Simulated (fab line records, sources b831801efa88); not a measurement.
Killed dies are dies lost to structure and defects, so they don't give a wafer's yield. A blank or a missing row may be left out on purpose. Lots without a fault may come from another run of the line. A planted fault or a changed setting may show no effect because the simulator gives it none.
fab line records | flow sky130
record lots=5 wafers=15 last_day=50
route steps=708 shown CAP2M@610 METAL4@621 VIA4@639
lots that met no fault: from a run of the same line without faults
start_h: hours from the record's first day to the start of the lot's first wafer shown | wait_h: hours since the lot's step before | " the same as in the row above | L1.1+2: a row that stands for several wafers | - no value, or no start given | * or withheld: withheld | < > ~ a bound
route shown NAME@n: a module of which the file shows steps, and the number in the route of the first | usual: mean/standard deviation of fault-free wafers | same: alike in all rows | chamber/n: place in a boat | sites: the reading at each site | _std_site: their standard deviation | _edge_site: outer sites' mean less inner sites' | radius_mm: how far each site lies from the wafer's centre | mask NAME#n: copy n | behind: the tool/chamber that last shaped the wafer | hold: why the lot was held/for how many hours/how that ended | device: the transistor (n, p or np) that didn't switch | end of line: the same wafers' tests at the end of the route | a step without rows: its recipe alone | killed: dies lost to structure and defects at the first sort, not the wafer's yield | map: a wafer's dies, x killed, . not, _ none there
set.NAME: the setting as run; set.NAME@STEP: as run at that earlier step | model.NAME: the simulator's own value behind a step, which no gauge read
lots at some steps of the route; a table a step, a row a wafer
services: from which hour (start_h, from the record's first day; less than 0 if before it) a tool's chamber was out of use, for how many hours, and why
## steps
# step SKY_CAP2M_COAT_07
# recipe resist=NOVOLAK spin_rpm=3000 resist_thk_nm=1140
# usual dispense_pressure_kPa=50.7/1.1 resist_line_temp_C=23.01/0.1
# columns lot.wafer tool chamber start_h wait_h dispense_pressure_kPa resist_line_temp_C
L079.1 litho_track-01 0 979.88 0.1 50.1 23.19
L079.2 " 0 " " 50.0 22.89
L079.3 " 0 " " 50.1 23.18
L084.2 litho_track-04 0 1009.52 0.1 50.1 23.17
L084.3 " 0 " " 50.2 23.10
L084.4 " 0 " " 50.1 22.92
L089.1 litho_track-01 0 1047.64 0.1 50.1 23.01
L089.2 " 0 " " 50.1 23.09
L089.5 " 0 " " 50.1 23.19
L094.1 litho_track-04 0 1080.95 0.1 50.2 22.98
L094.4 " 0 " " 50.1 23.07
L094.5 " 0 " " 50.2 23.30
L097.1 litho_track-04 0 1101.30 0.1 50.1 23.00
L097.3 " 0 " " 50.1 22.92
L097.6 " 0 " " 50.1 22.95
# step SKY_CAP2M_SOFTBAKE_08
# recipe temp_c=90 time_s=60 resist=NOVOLAK
# usual resist_line_temp_C=22.97/0.1
# columns lot.wafer tool chamber start_h wait_h resist_line_temp_C
L079.1 litho_track-01 0 980.03 0.1 22.84
L079.2 " 0 " " 23.11
L079.3 " 0 " " 22.95
L084.2 litho_track-04 0 1009.67 0.1 23.08
L084.3 " 0 " " 23.10
L084.4 " 0 " " 22.88
L089.1 litho_track-01 0 1047.79 0.1 22.98
L089.2 " 0 " " 22.89
L089.5 " 0 " " 22.84
L094.1 litho_track-04 0 1081.10 0.1 23.10
L094.4 " 0 " " 22.96
L094.5 " 0 " " 22.94
L097.1 litho_track-04 0 1101.45 0.1 22.97
L097.3 " 0 " " 22.94
L097.6 " 0 " " 22.97
# step SKY_CAP2M_EXPOSE_09
# recipe mask_id=CAP2M na=0.6 source_shape=conventional sigma_outer=0.6 polarization=unpolarized target_cd_nm=1000 dose_mj=159
# columns lot.wafer tool chamber start_h wait_h mask
L079.1+2+3 iline_stepper-02 0 - - CAP2M#0
L084.2+3+4 iline_stepper-01 0 - - CAP2M#0
L089.1+2+5 iline_stepper-01 0 - - CAP2M#0
L094.1+4+5 iline_stepper-02 0 - - CAP2M#0
L097.1+3+6 iline_stepper-02 0 - - CAP2M#0
# step SKY_CAP2M_PEB_10
# recipe temp_c=withheld time_s=* resist=NOVOLAK
# usual resist_line_temp_C=*
# columns lot.wafer tool chamber start_h wait_h resist_line_temp_C
L079.1 litho_track-03 0 - - *
L079.2 " 0 " " *
L079.3 " 0 " " *
L084.2 litho_track-04 0 - - *
L084.3 " 0 " " *
L084.4 " 0 " " *
L089.1 litho_track-04 0 - - *
L089.2 " 0 " " *
L089.5 " 0 " " *
L094.1 litho_track-01 0 - - *
L094.4 " 0 " " *
L094.5 " 0 " " *
L097.1 litho_track-04 0 - - *
L097.3 " 0 " " *
L097.6 " 0 " " *
# step SKY_CAP2M_DEVELOP_11
# recipe resist=NOVOLAK developer=TMAH develop_time_s=60 dev_temp_c=23
# usual resist_line_temp_C=23.01/0.11
# columns lot.wafer tool chamber start_h wait_h resist_line_temp_C
L079.1 litho_track-03 0 991.85 0.1 22.95
L079.2 " 0 " " 22.96
L079.3 " 0 " " 23.02
L084.2 litho_track-04 0 1020.62 0.1 23.01
L084.3 " 0 " " 23.04
L084.4 " 0 " " 23.02
L089.1 litho_track-04 0 1058.24 0.1 22.85
L089.2 " 0 " " 22.82
L089.5 " 0 " " 22.91
L094.1 litho_track-01 0 1088.14 0.1 23.10
L094.4 " 0 " " 23.10
L094.5 " 0 " " 23.00
L097.1 litho_track-04 0 1111.30 0.1 22.90
L097.3 " 0 " " 22.99
L097.6 " 0 " " 23.04
# step SKY_CAP2M_OVL_MEAS_12
# usual CAP2M_OVL=0.6/1.5
# columns lot.wafer tool chamber start_h wait_h CAP2M_OVL[nm]
L079.1 overlay-02 - 992.00 0.1 0.1
L079.2 " - " " 0.5
L079.3 " - " " 0.7
L084.2 overlay-02 - 1020.75 0.1 -1.3
L084.3 " - " " -1.7
L084.4 " - " " -1.7
L089.1 overlay-02 - 1058.39 0.1 0.3
L089.2 " - " " -0.3
L089.5 " - " " -0.4
L094.1 overlay-02 - 1088.29 0.1 -0.8
L094.4 " - " " -0.3
L094.5 " - " " -0.2
L097.1 overlay-01 - 1111.45 0.1 2.3
L097.3 " - " " 2.4
L097.6 " - " " 2.9
# step SKY_CAP2M_METAL_ETCH_13
# recipe target_depth_nm=220 stop_on=SiO2 chemistry=Cl2/BCl3 target=TiN pressure_mtorr=10 icp_w=900 bias_w=48.5 Cl2_flow_sccm=60 bcl3_flow_sccm=30 time_s=62.9
# usual drypump_motor_current_A=5.8/0.4 oes_product_au=0.938/0.0069 throttle_valve_pct=21.904/0.0099
# columns lot.wafer tool chamber start_h wait_h drypump_motor_current_A oes_product_au rf_hours_counter_h throttle_valve_pct
L079.1 rie_metal-02 0 992.04 0.0 5.6 0.943 2 21.902
L079.2 " 0 " " 5.6 0.941 - 21.889
L079.3 " 0 " " 5.6 0.928 - 21.887
L084.2 rie_metal-04 1 1020.81 0.0 6.2 0.932 - 21.908
L084.3 " 1 " " 6.2 0.950 - 21.911
L084.4 " 1 " " 6.1 0.938 - 21.911
L089.1 rie_metal-04 0 1058.43 0.0 5.9 0.936 21 21.889
L089.2 " 1 " " 6.2 0.928 14 21.922
L089.5 " 0 " " 5.9 0.928 - 21.915
L094.1 rie_metal-04 0 1088.32 0.0 5.9 0.938 24 21.912
L094.4 " 0 " " 5.9 0.928 - 21.911
L094.5 " 1 " " 6.2 0.934 - 21.919
L097.1 rie_metal-04 1 1111.48 0.0 6.2 0.935 19 21.900
L097.3 " 1 " " 6.2 0.939 - 21.897
L097.6 " 1 " " 6.2 0.937 - 21.910
# step SKY_CAP2M_STRIP_14
# recipe chemistry=O2/N2 power_w=1400 pressure_mtorr=1500 platen_temp_c=withheld o2_flow_sccm=3000 n2_flow_sccm=300 overash_fraction=0.5
# usual drypump_motor_current_A=5.7/0.34 oes_product_au=0.710/0.0045 strip_time_to_endpoint_s=12.67/0.048
# columns lot.wafer tool chamber start_h wait_h drypump_motor_current_A oes_product_au rf_hours_counter_h strip_time_to_endpoint_s
L079.1 plasma_asher-02 1 992.19 0.1 5.4 0.715 56 12.75
L079.2 " 0 " " 5.5 0.703 56 12.72
L079.3 " 1 " " 5.4 0.712 - 12.70
L084.2 plasma_asher-03 1 1020.94 0.1 5.4 0.713 22 12.65
L084.3 " 1 " " 5.4 0.710 - 12.61
L084.4 " 0 " " 5.5 0.712 - 12.60
L089.1 plasma_asher-03 1 1058.51 0.1 5.4 0.703 25 12.72
L089.2 " 0 " " 5.5 0.709 25 12.67
L089.5 " 1 " " 5.4 0.715 - 12.68
L094.1 plasma_asher-03 0 1088.40 0.1 5.5 0.708 29 12.66
L094.4 " 1 " " 5.4 0.705 - 12.68
L094.5 " 1 " " 5.4 0.714 - 12.59
L097.1 plasma_asher-02 0 1111.64 0.1 5.5 0.712 68 12.69
L097.3 " 1 " " 5.4 0.707 - 12.70
L097.6 " 0 " " 5.5 0.713 - 12.66
# step SKY_CAP2M_STRIP_15
# recipe chemistry=post_etch_residue_remover time_s=1200 temp_c=72.5
# columns lot.wafer tool chamber start_h wait_h
L079.1+2+3 wet_bench-03 1 992.29 0.1
L084.2+3+4 wet_bench-03 0 1021.04 0.1
L089.1+2+5 wet_bench-01 0 1058.61 0.1
L094.1+4+5 wet_bench-03 3 1088.50 0.1
L097.1+3+6 wet_bench-03 2 1111.74 0.1
# step SKY_CAP2M_CLEAN_16
# recipe chemistry=IPA time_s=180 temp_c=25
# columns lot.wafer tool chamber start_h wait_h
L079.1+2+3 wet_bench-04 1 992.67 0.0
L084.2+3+4 wet_bench-01 1 1021.38 0.0
L089.1+2+5 wet_bench-01 2 1058.95 0.0
L094.1+4+5 wet_bench-04 2 1088.87 0.0
L097.1+3+6 wet_bench-03 2 1112.14 0.0
# step SKY_CAP2M_CLEAN_17
# recipe chemistry=O3/DIW dry=n2_spin
# columns lot.wafer tool chamber start_h wait_h
L079.1+2+3 wet_bench-01 0 992.73 0.0
L084.2+3+4 wet_bench-03 1 1021.44 0.0
L089.1+2+5 wet_bench-01 2 1059.01 0.0
L094.1+4+5 wet_bench-01 3 1088.93 0.0
L097.1+3+6 wet_bench-03 3 1112.21 0.0
# step SKY_METAL4_DEHYDRATE_05
# recipe temp_c=200 time_s=60
# usual resist_line_temp_C=23.00/0.13
# columns lot.wafer tool chamber start_h wait_h resist_line_temp_C
L079.1 litho_track-02 0 1003.91 11.1 22.88
L079.2 " 0 " " 23.06
L079.3 " 0 " " 23.14
L084.2 litho_track-03 0 1031.78 10.2 23.07
L084.3 " 0 " " 23.10
L084.4 " 0 " " 22.95
L089.1 litho_track-03 0 1069.00 9.9 23.12
L089.2 " 0 " " 23.01
L089.5 " 0 " " 22.93
L094.1 litho_track-02 0 1095.96 6.9 23.11
L094.4 " 0 " " 23.07
L094.5 " 0 " " 23.00
L097.1 litho_track-01 0 1121.34 9.0 23.13
L097.3 " 0 " " 22.97
L097.6 " 0 " " 23.26
# step SKY_METAL4_HMDS_06
# recipe prime_time_s=60 prime_temp_c=120
# usual resist_line_temp_C=22.99/0.11
# columns lot.wafer tool chamber start_h wait_h resist_line_temp_C
L079.1 litho_track-02 0 1004.06 0.1 22.98
L079.2 " 0 " " 23.19
L079.3 " 0 " " 23.21
L084.2 litho_track-03 0 1031.93 0.1 22.74
L084.3 " 0 " " 22.95
L084.4 " 0 " " 22.74
L089.1 litho_track-03 0 1069.15 0.1 22.98
L089.2 " 0 " " 22.96
L089.5 " 0 " " 23.05
L094.1 litho_track-02 0 1096.11 0.1 23.17
L094.4 " 0 " " 23.08
L094.5 " 0 " " 23.04
L097.1 litho_track-01 0 1121.49 0.1 22.90
L097.3 " 0 " " 22.99
L097.6 " 0 " " 22.83
# step SKY_METAL4_COAT_07
# recipe resist=BARC temp_c=withheld time_s=withheld spin_rpm=3000 resist_thk_nm=60
# usual dispense_pressure_kPa=51.8/0.82 resist_line_temp_C=*
# columns lot.wafer tool chamber start_h wait_h dispense_pressure_kPa resist_line_temp_C
L079.1 litho_track-02 0 1004.21 0.1 51.5 *
L079.2 " 0 " " 51.5 *
L079.3 " 0 " " 51.5 *
L084.2 litho_track-03 0 1032.08 0.1 52.5 *
L084.3 " 0 " " 52.6 *
L084.4 " 0 " " 52.5 *
L089.1 litho_track-03 0 1069.30 0.1 52.5 *
L089.2 " 0 " " 52.5 *
L089.5 " 0 " " 52.5 *
L094.1 litho_track-02 0 1096.26 0.1 51.5 *
L094.4 " 0 " " 51.5 *
L094.5 " 0 " " 51.5 *
L097.1 litho_track-01 0 1121.64 0.1 50.0 *
L097.3 " 0 " " 50.1 *
L097.6 " 0 " " 50.1 *
# step SKY_METAL4_COAT_08
# recipe resist=KrF-thick spin_rpm=3000 resist_thk_nm=1140
# usual dispense_pressure_kPa=51.8/0.82 resist_line_temp_C=23.00/0.11
# columns lot.wafer tool chamber start_h wait_h dispense_pressure_kPa resist_line_temp_C
L079.1 litho_track-02 0 - - 51.5 22.93
L079.2 " 0 " " 51.5 22.96
L079.3 " 0 " " 51.5 23.12
L084.2 litho_track-03 0 - - 52.5 23.20
L084.3 " 0 " " 52.5 23.20
L084.4 " 0 " " 52.6 23.12
L089.1 litho_track-03 0 - - 52.6 22.91
L089.2 " 0 " " 52.5 22.92
L089.5 " 0 " " 52.5 23.05
L094.1 litho_track-02 0 - - 51.5 23.07
L094.4 " 0 " " 51.5 23.09
L094.5 " 0 " " 51.5 23.30
L097.1 litho_track-01 0 - - 50.1 23.05
L097.3 " 0 " " 50.1 23.00
L097.6 " 0 " " 50.1 23.09
# step SKY_METAL4_SOFTBAKE_09
# recipe temp_c=100 time_s=90 resist=KrF-thick
# usual resist_line_temp_C=22.99/0.1
# columns lot.wafer tool chamber start_h wait_h resist_line_temp_C
L079.1 litho_track-02 0 - - 23.02
L079.2 " 0 " " 23.09
L079.3 " 0 " " 23.01
L084.2 litho_track-03 0 - - 23.19
L084.3 " 0 " " 23.00
L084.4 " 0 " " 23.00
L089.1 litho_track-03 0 - - 22.96
L089.2 " 0 " " 23.10
L089.5 " 0 " " 23.09
L094.1 litho_track-02 0 - - 22.95
L094.4 " 0 " " 22.99
L094.5 " 0 " " 22.90
L097.1 litho_track-01 0 - - 22.98
L097.3 " 0 " " 22.93
L097.6 " 0 " " 22.79
# step SKY_METAL4_EXPOSE_10
# recipe mask_id=MM4 na=0.68 source_shape=annular sigma_inner=0.4 sigma_outer=0.8 target_cd_nm=300 dose_mj=28
# columns lot.wafer tool chamber start_h wait_h mask
L079.1+2+3 krf_scanner-01 0 - - MM4#0
L084.2+3+4 krf_scanner-01 0 - - MM4#0
L089.1+2+5 krf_scanner-01 0 - - MM4#0
L094.1+4+5 krf_scanner-02 0 - - MM4#0
L097.1+3+6 krf_scanner-02 0 - - MM4#0
# step SKY_METAL4_PEB_11
# recipe peb_temp_c=withheld peb_time_s=withheld resist=KrF-thick
# usual resist_line_temp_C=*
# columns lot.wafer tool chamber start_h wait_h resist_line_temp_C
L079.1 litho_track-01 0 - - *
L079.2 " 0 " " *
L079.3 " 0 " " *
L084.2 litho_track-02 0 - - *
L084.3 " 0 " " *
L084.4 " 0 " " *
L089.1 litho_track-01 0 - - *
L089.2 " 0 " " *
L089.5 " 0 " " *
L094.1 litho_track-01 0 - - *
L094.4 " 0 " " *
L094.5 " 0 " " *
L097.1 litho_track-02 0 - - *
L097.3 " 0 " " *
L097.6 " 0 " " *
# step SKY_METAL4_DEVELOP_12
# recipe develop_time_s=60 resist=KrF-thick dev_temp_c=21
# usual resist_line_temp_C=22.97/0.11
# columns lot.wafer tool chamber start_h wait_h resist_line_temp_C
L079.1 litho_track-01 0 - - 22.93
L079.2 " 0 " " 22.90
L079.3 " 0 " " 23.01
L084.2 litho_track-02 0 - - 23.02
L084.3 " 0 " " 22.97
L084.4 " 0 " " 23.04
L089.1 litho_track-01 0 - - 23.08
L089.2 " 0 " " 23.05
L089.5 " 0 " " 23.15
L094.1 litho_track-01 0 - - 22.89
L094.4 " 0 " " 23.02
L094.5 " 0 " " 22.97
L097.1 litho_track-02 0 - - 23.11
L097.3 " 0 " " 23.06
L097.6 " 0 " " 22.96
# step SKY_METAL4_CD_MEAS_13
# recipe target_cd_nm=300
# usual cd_nm=300.1/1.6
# columns lot.wafer tool chamber start_h wait_h cd_nm
L079.1 cd_sem-02 - 1016.14 - 301.0
L079.2 " - " " 301.3
L079.3 " - " " 301.4
L084.2 cd_sem-02 - 1043.78 - 302.1
L084.3 " - " " 301.9
L084.4 " - " " 300.9
L089.1 cd_sem-02 - 1080.54 - 301.7
L089.2 " - " " 301.5
L089.5 " - " " 300.9
L094.1 cd_sem-02 - 1107.69 - 298.0
L094.4 " - " " 296.7
L094.5 " - " " 297.8
L097.1 cd_sem-01 - 1132.26 - 302.6
L097.3 " - " " 300.8
L097.6 " - " " 300.5
# step SKY_METAL4_OVL_MEAS_14
# usual METAL4_OVL=5/5.8
# columns lot.wafer tool chamber start_h wait_h METAL4_OVL[nm]
L079.1 overlay-01 - 1016.26 0.1 3
L079.2 " - " " -1
L079.3 " - " " -5
L084.2 overlay-01 - 1043.88 0.1 10
L084.3 " - " " 11
L084.4 " - " " 7
L089.1 overlay-02 - 1080.66 0.1 5
L089.2 " - " " -1
L089.5 " - " " 6
L094.1 overlay-02 - 1107.81 0.1 5
L094.4 " - " " 10
L094.5 " - " " 7
L097.1 overlay-02 - 1132.38 0.1 5
L097.3 " - " " 13
L097.6 " - " " 8
# step SKY_METAL4_DESCUM_15
# recipe chemistry=O2 source_power_w=150 bias_power_w=0 pressure_mtorr=10 temp_c=40 time_s=8
# usual drypump_motor_current_A=5.8/0.47 oes_product_au=0.999/0.012
# columns lot.wafer tool chamber start_h wait_h drypump_motor_current_A oes_product_au rf_hours_counter_h
L079.1 rie_metal-03 1 1016.29 0.0 5.7 1.007 21
L079.2 " 0 " " 6.2 0.983 16
L079.3 " 0 " " 6.2 0.974 -
L084.2 rie_metal-03 0 1043.92 0.0 6.2 0.977 -
L084.3 " 0 " " 6.2 0.977 -
L084.4 " 0 " " 6.2 0.968 -
L089.1 rie_metal-04 0 1080.69 0.0 5.9 0.996 23
L089.2 " 1 " " 6.2 0.995 15
L089.5 " 1 " " 6.2 1.003 -
L094.1 rie_metal-03 0 1107.84 0.0 6.2 1.005 24
L094.4 " 0 " " 6.2 0.995 -
L094.5 " 1 " " 5.6 1.000 -
L097.1 rie_metal-04 1 1132.41 0.0 6.1 0.999 21
L097.3 " 0 " " 5.9 0.992 -
L097.6 " 0 " " 5.9 0.998 -
# step SKY_METAL4_ETCH_16
# recipe chemistry=N2/H2 target=BARC ion_energy_ev=200 bias_w=100 pressure_mtorr=30 n2_flow_sccm=100 h2_flow_sccm=200 icp_w=500 stop_on=SiO2 time_s=88.2 target_depth_a=600
# usual drypump_motor_current_A=5.8/0.47 oes_product_au=0.625/0.0043 throttle_valve_pct=13.206/0.0082
# columns lot.wafer tool chamber start_h wait_h drypump_motor_current_A oes_product_au rf_hours_counter_h throttle_valve_pct
L079.1 rie_metal-03 1 1016.32 0.0 5.6 0.625 22 13.213
L079.2 " 0 " " 6.2 0.629 16 13.211
L079.3 " 0 " " 6.2 0.629 - 13.213
L084.2 rie_metal-03 0 1044.01 0.1 6.2 0.621 - 13.197
L084.3 " 0 " " 6.2 0.629 - 13.191
L084.4 " 0 " " 6.2 0.628 - 13.206
L089.1 rie_metal-04 0 1080.72 0.0 5.9 0.624 23 13.206
L089.2 " 1 " " 6.1 0.632 15 13.210
L089.5 " 1 " " 6.2 0.620 - 13.200
L094.1 rie_metal-03 0 1107.87 0.0 6.2 0.627 24 13.202
L094.4 " 0 " " 6.2 0.622 - 13.208
L094.5 " 1 " " 5.6 0.624 - 13.208
L097.1 rie_metal-04 1 1132.45 0.0 6.2 0.618 21 13.211
L097.3 " 0 " " 5.9 0.625 - 13.219
L097.6 " 0 " " 5.9 0.621 - 13.200
# step SKY_METAL4_ETCH_17
# recipe target=SiO2 stop_on=TiN chemistry=C4F8/O2/Ar source_w=1500 bias_w=1200 pressure_mtorr=40 c4f8_flow_sccm=withheld O2_flow_sccm=6 Ar_flow_sccm=300 time_s=3.9 target_depth_a=150
# usual oes_product_au=0.754/0.0079
# columns lot.wafer tool chamber start_h wait_h oes_product_au rf_hours_counter_h
L079.1 rie_diel-03 1 1016.42 0.1 0.763 7
L079.2 " 3 " " 0.741 5
L079.3 " 0 " " 0.751 17
L084.2 rie_diel-01 3 1044.17 0.1 0.752 3
L084.3 " 2 " " 0.765 16
L084.4 " 3 " " 0.771 -
L089.1 rie_diel-01 1 1080.82 0.1 0.748 10
L089.2 " 0 " " 0.760 7
L089.5 " 0 " " 0.753 -
L094.1 rie_diel-02 0 1107.97 0.1 0.748 23
L094.4 " 1 " " 0.755 21
L094.5 " 1 " " 0.756 -
L097.1 rie_diel-02 2 1132.54 0.1 0.739 19
L097.3 " 3 " " 0.749 22
L097.6 " 1 " " 0.745 -
# step SKY_METAL4_METAL_ETCH_18
# recipe target_depth_a=8450 stop_on=SiO2 over_etch_frac=0.3 time_s=183.1 chemistry=Cl2/BCl3 resist_sidewall_deg=88 pressure_mtorr=10 icp_w=900 bias_w=48.5 Cl2_flow_sccm=60 bcl3_flow_sccm=30
# usual drypump_motor_current_A=5.8/0.42 oes_product_au=0.866/0.0066 throttle_valve_pct=22.265/0.0096
# columns lot.wafer tool chamber start_h wait_h drypump_motor_current_A oes_product_au rf_hours_counter_h throttle_valve_pct
L079.1 rie_metal-04 0 1016.44 0.0 5.9 0.868 19 22.260
L079.2 " 1 " " 6.2 0.867 10 22.268
L079.3 " 0 " " 5.9 0.862 - 22.265
L084.2 rie_metal-01 1 1044.19 0.0 5.9 0.865 18 22.268
L084.3 " 0 " " 4.9 0.857 - 22.261
L084.4 " 1 " " 5.9 0.865 - 22.277
L089.1 rie_metal-03 0 1080.84 0.0 6.2 0.883 22 22.275
L089.2 " 1 " " 5.6 0.877 1 22.261
L089.5 " 0 " " 6.2 0.878 - 22.272
L094.1 rie_metal-01 0 1107.99 0.0 4.9 0.864 22 22.271
L094.4 " 1 " " 5.8 0.861 - 22.249
L094.5 " 1 " " 5.9 0.868 - 22.260
L097.1 rie_metal-03 0 1132.56 0.0 6.2 0.866 26 22.248
L097.3 " 0 " " 6.2 0.864 - 22.255
L097.6 " 0 " " 6.2 0.864 - 22.262
# step SKY_METAL4_STRIP_19
# recipe chemistry=O2/N2 power_w=1400 pressure_mtorr=1500 platen_temp_c=withheld o2_flow_sccm=3000 n2_flow_sccm=300 overash_fraction=0.5
# usual drypump_motor_current_A=5.52/0.16 oes_product_au=0.503/0.006 strip_time_to_endpoint_s=6.56/0.091
# columns lot.wafer tool chamber start_h wait_h drypump_motor_current_A oes_product_au rf_hours_counter_h strip_time_to_endpoint_s
L079.1 plasma_asher-03 1 1016.62 0.1 5.42 0.506 21 6.63
L079.2 " 0 " " 5.50 0.495 21 6.43
L079.3 " 0 " " 5.47 0.507 - 6.64
L084.2 plasma_asher-02 0 1044.37 0.1 5.47 0.506 61 6.49
L084.3 " 0 " " 5.47 0.505 - 6.65
L084.4 " 1 " " 5.38 0.502 - 6.47
L089.1 plasma_asher-04 0 1081.02 0.1 5.59 0.495 2 6.58
L089.2 " 1 " " 5.92 0.493 2 6.56
L089.5 " 1 " " 5.90 0.504 - 6.65
L094.1 plasma_asher-03 1 1108.17 0.1 5.42 0.497 30 6.44
L094.4 " 0 " " 5.47 0.493 - 6.50
L094.5 " 1 " " 5.42 0.493 - 6.54
L097.1 plasma_asher-02 0 1132.74 0.1 5.48 0.512 69 6.70
L097.3 " 0 " " 5.47 0.505 - 6.68
L097.6 " 0 " " 5.48 0.504 - 6.62
# step SKY_METAL4_STRIP_20
# recipe chemistry=post_etch_residue_remover time_s=1200 temp_c=72.5
# columns lot.wafer tool chamber start_h wait_h
L079.1+2+3 wet_bench-03 3 1016.72 0.1
L084.2+3+4 wet_bench-03 0 1044.47 0.1
L089.1+2+5 wet_bench-02 1 1081.12 0.1
L094.1+4+5 wet_bench-01 0 1108.27 0.1
L097.1+3+6 wet_bench-01 1 1132.84 0.1
# step SKY_METAL4_CLEAN_21
# recipe chemistry=IPA time_s=180 temp_c=25
# columns lot.wafer tool chamber start_h wait_h
L079.1+2+3 wet_bench-02 2 1017.06 0.0
L084.2+3+4 wet_bench-01 1 1044.81 0.0
L089.1+2+5 wet_bench-01 3 1081.46 0.0
L094.1+4+5 wet_bench-03 3 1108.61 0.0
L097.1+3+6 wet_bench-01 2 1133.18 0.0
# step SKY_METAL4_CLEAN_22
# recipe chemistry=O3/DIW dry=n2_spin
# columns lot.wafer tool chamber start_h wait_h
L079.1+2+3 wet_bench-01 1 1017.12 0.0
L084.2+3+4 wet_bench-02 1 1044.87 0.0
L089.1+2+5 wet_bench-02 3 1081.52 0.0
L094.1+4+5 wet_bench-02 0 1108.68 0.0
L097.1+3+6 wet_bench-01 1 1133.24 0.0
# step SKY_VIA4_HDPCVD_00
# recipe material=SiO2 target_thk_nm=1750 sigma_open_frac=0.3 time_s=291.7 temp_c=400 sih4_flow_sccm=60 pressure_mtorr=6
# columns lot.wafer tool chamber start_h wait_h
L079.1+2+3 hdpcvd-01 2,0,1 1017.22 0.0
L084.2+3+4 hdpcvd-02 0,1,1 1044.97 0.0
L089.1+2+5 hdpcvd-02 2,0,1 1081.61 0.0
L094.1+4+5 hdpcvd-01 1,1,2 1108.77 0.0
L097.1+3+6 hdpcvd-02 2,0,2 1133.33 0.0
# step SKY_VIA4_THK_MEAS_01
# recipe reads=SiO2_of_VIA4_HDPCVD_00
# usual VIA4_HDPCVD_THK=1749/19
# columns lot.wafer tool chamber start_h wait_h VIA4_HDPCVD_THK[nm]
L079.1 film_metro-04 - 1017.40 0.1 1739
L079.2 " - " " 1763
L079.3 " - " " 1774
L084.2 film_metro-04 - 1045.16 0.1 1767
L084.3 " - " " 1756
L084.4 " - " " 1739
L089.1 film_metro-01 - 1081.79 0.1 1754
L089.2 " - " " 1792
L089.5 " - " " 1758
L094.1 film_metro-04 - 1109.04 0.2 1745
L094.4 " - " " 1775
L094.5 " - " " 1739
L097.1 film_metro-01 - 1133.51 0.1 1764
L097.3 " - " " 1793
L097.6 " - " " 1756
# step SKY_VIA4_CMP_02
# recipe material=SiO2 down_force_psi=4 platen_rpm=60 pad_velocity_m_s=0.94248
# usual edge_zone_pressure_frac=1.001/0.0056 motor_current_A=12.1/1.4 slurry_filter_dp_kPa=13.49/0.14
# columns lot.wafer tool chamber start_h wait_h edge_zone_pressure_frac motor_current_A slurry_filter_dp_kPa
L079.1 cmp-02 1 1017.68 0.3 0.993 13.3 13.48
L079.3 " 2 " " 1.014 11.7 13.53
L079.2 " 3 " " 0.999 13.5 13.62
L084.4 cmp-02 0 1045.21 0.0 1.003 10.0 13.57
L084.2 " 1 " " 0.994 12.6 13.40
L084.3 " 2 " " 1.007 12.3 13.48
L089.1 cmp-01 1 1088.59 6.8 0.996 12.4 13.64
L089.2 " 2 " " 1.006 12.7 13.47
L089.5 " 0 " " 0.999 13.2 13.50
L094.1 cmp-01 0 1109.20 0.1 1.002 14.0 13.48
L094.4 " 1 " " 1.005 11.5 13.28
L094.5 " 2 " " 0.987 12.2 13.68
L097.3 cmp-01 2 1135.79 2.2 1.007 12.6 13.56
L097.1 " 3 " " 1.014 9.9 13.40
L097.6 " 0 " " 1.011 13.5 13.71
# step SKY_VIA4_BOW_MEAS_03
# recipe mode=bow
# usual VIA4_BOW=82/7.5
# columns lot.wafer tool chamber start_h wait_h VIA4_BOW[um]
L079.1 film_metro-02 - 1017.93 0.2 87
L079.2 " - " " 79
L079.3 " - " " 69
L084.2 film_metro-02 - 1045.53 0.2 77
L084.3 " - " " 90
L084.4 " - " " 88
L089.1 film_metro-01 - 1088.84 0.2 86
L089.2 " - " " 75
L089.5 " - " " 82
L094.1 film_metro-01 - 1109.40 0.1 84
L094.4 " - " " 82
L094.5 " - " " 86
L097.1 film_metro-02 - 1136.00 0.1 88
L097.3 " - " " 84
L097.6 " - " " 99
# step SKY_VIA4_DEHYDRATE_04
# recipe temp_c=200 time_s=60
# usual resist_line_temp_C=22.99/0.13
# columns lot.wafer tool chamber start_h wait_h resist_line_temp_C
L079.1 litho_track-02 0 1028.56 10.6 22.92
L079.2 " 0 " " 22.93
L079.3 " 0 " " 22.87
L084.2 litho_track-03 0 1055.63 10.1 23.04
L084.3 " 0 " " 22.92
L084.4 " 0 " " 22.94
L089.1 litho_track-02 0 1095.36 6.5 23.12
L089.2 " 0 " " 23.13
L089.5 " 0 " " 23.02
L094.1 litho_track-03 0 1117.80 8.4 23.00
L094.4 " 0 " " 23.03
L094.5 " 0 " " 23.23
L097.1 litho_track-03 0 1143.85 7.8 22.90
L097.3 " 0 " " 22.76
L097.6 " 0 " " 22.93
# step SKY_VIA4_HMDS_05
# recipe prime_time_s=60 prime_temp_c=120
# usual resist_line_temp_C=22.99/0.11
# columns lot.wafer tool chamber start_h wait_h resist_line_temp_C
L079.1 litho_track-02 0 1028.71 0.1 23.12
L079.2 " 0 " " 23.20
L079.3 " 0 " " 23.02
L084.2 litho_track-03 0 1055.78 0.1 22.97
L084.3 " 0 " " 22.95
L084.4 " 0 " " 23.00
L089.1 litho_track-02 0 1095.51 0.1 23.15
L089.2 " 0 " " 23.03
L089.5 " 0 " " 23.12
L094.1 litho_track-03 0 1117.95 0.1 23.15
L094.4 " 0 " " 23.01
L094.5 " 0 " " 23.06
L097.1 litho_track-03 0 1144.00 0.1 23.07
L097.3 " 0 " " 23.17
L097.6 " 0 " " 22.92
## services
# columns tool chamber start_h hours kind
iline_stepper-02 - 962.54 4.4 pm
rie_metal-04 1 969.73 2.2 repair
krf_scanner-01 - 973.79 0.8 pm
plasma_asher-03 - 975.55 10.3 pm
wet_bench-01 - 983.24 4.4 pm
krf_scanner-01 - 986.76 9.9 repair
krf_scanner-01 - 988.74 0.9 repair
plasma_asher-03 - 998.23 2.8 pm
plasma_asher-03 - 1003.42 1.6 repair
cmp-01 - 1018.53 2.2 repair
krf_scanner-01 - 1019.42 4.3 repair
rie_metal-04 0 1019.72 12.8 repair
plasma_asher-02 - 1025.95 2.8 pm
hdpcvd-02 - 1036.18 0.5 repair
plasma_asher-03 - 1040.85 1.8 repair
krf_scanner-01 - 1047.59 1.0 pm
plasma_asher-03 - 1055.26 1.0 repair
cmp-01 - 1065.96 19.1 pm
wet_bench-03 - 1082.09 2.0 repair
cmp-01 - 1087.12 0.5 repair
iline_stepper-02 - 1092.57 1.7 pm
krf_scanner-01 - 1116.47 3.6 pm
krf_scanner-01 - 1120.03 1.3 pm
rie_metal-03 0 1139.89 11.8 repair
## key
fault none
